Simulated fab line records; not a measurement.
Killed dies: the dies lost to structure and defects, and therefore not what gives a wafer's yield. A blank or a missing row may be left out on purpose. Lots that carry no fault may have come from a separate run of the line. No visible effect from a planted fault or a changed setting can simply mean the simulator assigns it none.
fab line records    flow sky130    part 2 of 2: steps 29 to 35 of 35
record lots=5  wafers=15  lastDay=49
route steps=708 shown METAL1@454 VIA1@458 METAL2@483
lots untouched by any fault: they come from a run of this same line in which no faults occurred
startH: hours from the record's first day to the start of the lot's first wafer shown    waitH: hours from the lot's prior step to this one    " identical to the entry in the row above    L1.1+2: a single row standing in for several wafers    - no value, or no start was given    * or withheld: withheld    < > ~ a bound
route shown NAME@n: names a module that has steps shown in the file, with the first one's number in the route    usual: mean/standard deviation taken from wafers without a fault    same: alike in all rows    chamber/n: place in a boat    sites: the reading at each site    _std_site: the values' standard deviation    _edge_site: the outer-site mean with the inner-site mean subtracted    radiusMm: how far each site lies from the wafer's centre    mask NAME#n: copy n    behind: tool/chamber where the wafer was last shaped    hold: the reason the lot was held/the length of the hold in hours/how it ended    device: names the non-switching transistor (n, p or np)    end of line: at the end of the route, the tests of the same wafers    for a step that has no rows: nothing shown but its recipe    killed: not the wafer's yield, but the dies lost to structure and defects at the first sort    map: per-die view of a wafer (x killed, . not killed, _ where there is no die)
set.NAME: setting as actually run; set.NAME@STEP: the setting as run at that earlier step    model.NAME: the simulator's own value behind a step, which no gauge read
certain route steps with their lots: each step a table, each wafer a row
services: when a tool's chamber went out of use (startH, in hours from the record's first day, below 0 if earlier), for how many hours, and the reason
## steps
# step SKY_VIA1_CMP_24
# recipe stopOn=SiO2  tOverpolishS=15  downForcePsi=3.5  platenRpm=60  targetThkNm=0  padVelocityMS=0.94248
# usual edgeZonePressureFrac=1.000/0.0048  motorCurrentA=10.7/0.78  overpolishRunS=15.001/0.0086  slurryFilterDpKPa=13.51/0.13  timeToEndpointS=66.1/2.9
lot.wafer  tool    chamber  startH  waitH  edgeZonePressureFrac  motorCurrentA  overpolishRunS  slurryFilterDpKPa  timeToEndpointS
L074.3     cmp-01  3        789.11  0.1    1.002                 11.3           15.003          13.52              60.4
L074.2     "       0        "       "      0.994                 12.2           15.006          13.48              62.1
L074.5     "       1        "       "      1.001                 10.0           14.984          13.56              61.7
L075.3     cmp-02  2        798.83  0.0    0.994                 10.4           14.992          13.52              61.5
L075.2     "       3        "       "      0.994                 11.0           14.991          13.44              62.4
L075.6     "       3        "       "      0.996                 11.3           15.022          13.80              61.9
L087.1     cmp-01  3        897.75  0.3    1.002                 11.1           15.021          13.84              65.2
L087.3     "       0        "       "      0.997                 12.0           15.006          13.56              65.1
L087.5     "       3        "       "      1.002                 11.2           15.005          13.94              61.9
L089.2     cmp-01  3        921.87  0.1    0.997                 10.8           15.003          13.26              61.7
L089.1     "       1        "       "      0.998                 10.1           15.002          13.67              66.7
L089.3     "       2        "       "      0.990                 10.1           15.010          13.54              66.3
L092.3     cmp-01  3        934.28  0.0    1.004                 11.2           14.998          13.60              61.8
L092.1     "       2        "       "      1.003                 10.5           15.002          13.38              66.5
L092.5     "       0        "       "      0.995                 12.3           14.994          13.41              63.2
# step SKY_METAL2_SPUTTER_00
# recipe material=Ti  targetThkNm=15  powerW=3000  timeS=10  chamberPressurePa=0.4
# usual chamberPressurePa=0.4000/0.00083  throttleValvePct=30.6/1.3
lot.wafer  tool           chamber  startH  waitH  chamberPressurePa  throttleValvePct
L074.2     pvdSputter-03  -        789.31  0.1    0.4009             30.7
L074.3     "              -        "       "      0.3989             28.5
L074.5     "              -        "       "      0.3992             28.4
L075.2     pvdSputter-03  -        799.13  0.2    0.4001             32.4
L075.3     "              -        "       "      0.4000             28.4
L075.6     "              -        "       "      0.4001             30.9
L087.1     pvdSputter-03  -        898.00  0.2    0.4000             32.6
L087.3     "              -        "       "      0.4004             29.6
L087.5     "              -        "       "      0.3998             29.7
L089.1     pvdSputter-03  -        922.17  0.1    0.3983             28.6
L089.2     "              -        "       "      0.4005             30.7
L089.3     "              -        "       "      0.4014             32.4
L092.1     pvdSputter-01  -        934.58  0.1    0.4002             30.5
L092.3     "              -        "       "      0.4010             28.6
L092.5     "              -        "       "      0.4009             30.2
# step SKY_METAL2_SPUTTER_01
# recipe material=TiN  targetThkNm=20  powerW=6500  timeS=16.7  chamberPressurePa=0.4
# usual chamberPressurePa=0.4001/0.00077  throttleValvePct=30.6/1.4
lot.wafer  tool           chamber  startH  waitH  chamberPressurePa  throttleValvePct
L074.2     pvdSputter-03  -        789.33  0.0    0.4008             30.9
L074.3     "              -        "       "      0.4001             28.5
L074.5     "              -        "       "      0.4005             28.5
L075.2     pvdSputter-03  -        799.16  0.0    0.4008             32.4
L075.3     "              -        "       "      0.3997             28.3
L075.6     "              -        "       "      0.4005             30.8
L087.1     pvdSputter-03  -        898.02  0.0    0.4010             32.4
L087.3     "              -        "       "      0.4004             29.5
L087.5     "              -        "       "      0.4009             29.7
L089.1     pvdSputter-03  -        922.19  0.0    0.3995             28.6
L089.2     "              -        "       "      0.4009             30.8
L089.3     "              -        "       "      0.3988             32.4
L092.1     pvdSputter-01  -        934.60  0.0    0.4012             30.1
L092.3     "              -        "       "      0.4006             28.8
L092.5     "              -        "       "      0.4014             30.2
# step SKY_METAL2_SPUTTER_02
# recipe material=AlCu  targetThkNm=250  powerW=10600  timeS=13.3  chamberPressurePa=0.4
# usual chamberPressurePa=0.4001/0.00081  throttleValvePct=30.6/1.4
lot.wafer  tool           chamber  startH  waitH  chamberPressurePa  throttleValvePct
L074.2     pvdSputter-03  -        789.36  0.0    0.3993             30.9
L074.3     "              -        "       "      0.3984             28.6
L074.5     "              -        "       "      0.3993             28.6
L075.2     pvdSputter-03  -        799.18  0.0    0.3997             32.6
L075.3     "              -        "       "      0.3993             28.5
L075.6     "              -        "       "      0.3996             30.9
L087.1     pvdSputter-03  -        898.05  0.0    0.4012             32.4
L087.3     "              -        "       "      0.4000             29.4
L087.5     "              -        "       "      0.3999             29.6
L089.1     pvdSputter-03  -        922.22  0.0    0.4006             28.7
L089.2     "              -        "       "      0.4016             30.8
L089.3     "              -        "       "      0.4012             32.4
L092.1     pvdSputter-01  -        934.63  0.0    0.3993             30.2
L092.3     "              -        "       "      0.4002             29.1
L092.5     "              -        "       "      0.3987             30.3
# step SKY_METAL2_SPUTTER_03
# recipe material=Ti  targetThkNm=5  powerW=3000  timeS=3.3  chamberPressurePa=0.4
# usual chamberPressurePa=0.4000/0.00078  throttleValvePct=30.6/1.4
lot.wafer  tool           chamber  startH  waitH  chamberPressurePa  throttleValvePct
L074.2     pvdSputter-03  -        789.38  0.0    0.4012             30.7
L074.3     "              -        "       "      0.3998             28.7
L074.5     "              -        "       "      0.3999             28.4
L075.2     pvdSputter-03  -        799.21  0.0    0.4006             32.3
L075.3     "              -        "       "      0.4013             28.4
L075.6     "              -        "       "      0.3996             30.8
L087.1     pvdSputter-03  -        898.07  0.0    0.4006             32.7
L087.3     "              -        "       "      0.4012             29.5
L087.5     "              -        "       "      0.4010             29.8
L089.1     pvdSputter-03  -        922.24  0.0    0.3999             28.5
L089.2     "              -        "       "      0.4000             30.6
L089.3     "              -        "       "      0.4009             32.5
L092.1     pvdSputter-01  -        934.65  0.0    0.4001             30.2
L092.3     "              -        "       "      0.4000             28.8
L092.5     "              -        "       "      0.4004             30.2
# step SKY_METAL2_SPUTTER_04
# recipe material=TiN  targetThkNm=70  powerW=6500  timeS=58.3  chamberPressurePa=0.4
# usual chamberPressurePa=0.4001/0.00085  throttleValvePct=30.6/1.4
lot.wafer  tool           chamber  startH  waitH  chamberPressurePa  throttleValvePct
L074.2     pvdSputter-03  -        789.40  0.0    0.4001             30.4
L074.3     "              -        "       "      0.3999             28.5
L074.5     "              -        "       "      0.4010             28.4
L075.2     pvdSputter-03  -        799.22  0.0    0.3989             32.4
L075.3     "              -        "       "      0.3998             28.5
L075.6     "              -        "       "      0.4002             30.9
L087.1     pvdSputter-03  -        898.09  0.0    0.4008             32.6
L087.3     "              -        "       "      0.4007             29.4
L087.5     "              -        "       "      0.4012             29.5
L089.1     pvdSputter-03  -        922.26  0.0    0.3998             28.7
L089.2     "              -        "       "      0.4001             30.7
L089.3     "              -        "       "      0.3993             32.3
L092.1     pvdSputter-01  -        934.67  0.0    0.4003             29.9
L092.3     "              -        "       "      0.4000             28.4
L092.5     "              -        "       "      0.3995             29.9
# step SKY_METAL2_RS_MEAS_05
# recipe thkMeasGauge=four-point-probe  reads=TiN_of_METAL2_SPUTTER_04+Ti_of_METAL2_SPUTTER_03+AlCu_of_METAL2_SPUTTER_02+TiN_of_METAL2_SPUTTER_01+Ti_of_METAL2_SPUTTER_00
# usual METAL2_ALCU_RS=0.1274/0.0016
lot.wafer  tool          chamber  startH  waitH  METAL2_ALCU_RS[ohm/sq]
L074.2     filmMetro-02  -        789.47  0.0    0.1303
L074.3     "             -        "       "      0.1301
L074.5     "             -        "       "      0.1308
L075.2     filmMetro-01  -        799.29  0.0    0.1285
L075.3     "             -        "       "      0.1281
L075.6     "             -        "       "      0.1276
L087.1     filmMetro-02  -        898.14  0.0    0.1273
L087.3     "             -        "       "      0.1279
L087.5     "             -        "       "      0.1265
L089.1     filmMetro-03  -        922.31  0.0    0.1270
L089.2     "             -        "       "      0.1262
L089.3     "             -        "       "      0.1264
L092.1     filmMetro-01  -        934.72  0.0    0.1283
L092.3     "             -        "       "      0.1273
L092.5     "             -        "       "      0.1277
## services
tool            chamber  startH  hours  kind
krfScanner-01   -        742.79  0.8    pm
cmp-01          -        744.08  4.0    pm
wetBench-02     -        760.99  4.4    pm
krfScanner-01   -        769.47  0.6    repair
pvdSputter-03   -        769.92  4.7    repair
hdpcvd-01       -        780.28  0.3    repair
cmp-01          -        781.59  1.7    repair
rieDiel-02      2        781.62  3.8    repair
krfScanner-01   -        795.45  4.6    repair
krfScanner-01   -        806.01  4.0    pm
rieDiel-02      2        806.24  23.3   repair
pvdSputter-01   -        821.99  3.1    repair
wetBench-04     -        836.55  1.9    pm
pvdSputter-01   -        843.82  2.5    repair
krfScanner-01   -        848.51  1.0    pm
cmp-01          -        849.31  3.4    repair
cmp-01          -        861.18  0.8    repair
wetBench-01     -        868.47  1.9    pm
hdpcvd-01       2        882.85  3.1    repair
cmp-01          -        900.53  0.6    repair
pvdSputter-03   -        901.97  4.1    repair
krfScanner-01   -        904.11  1.3    pm
krfScanner-01   -        911.59  0.8    pm
plasmaAsher-01  -        913.98  0.5    repair
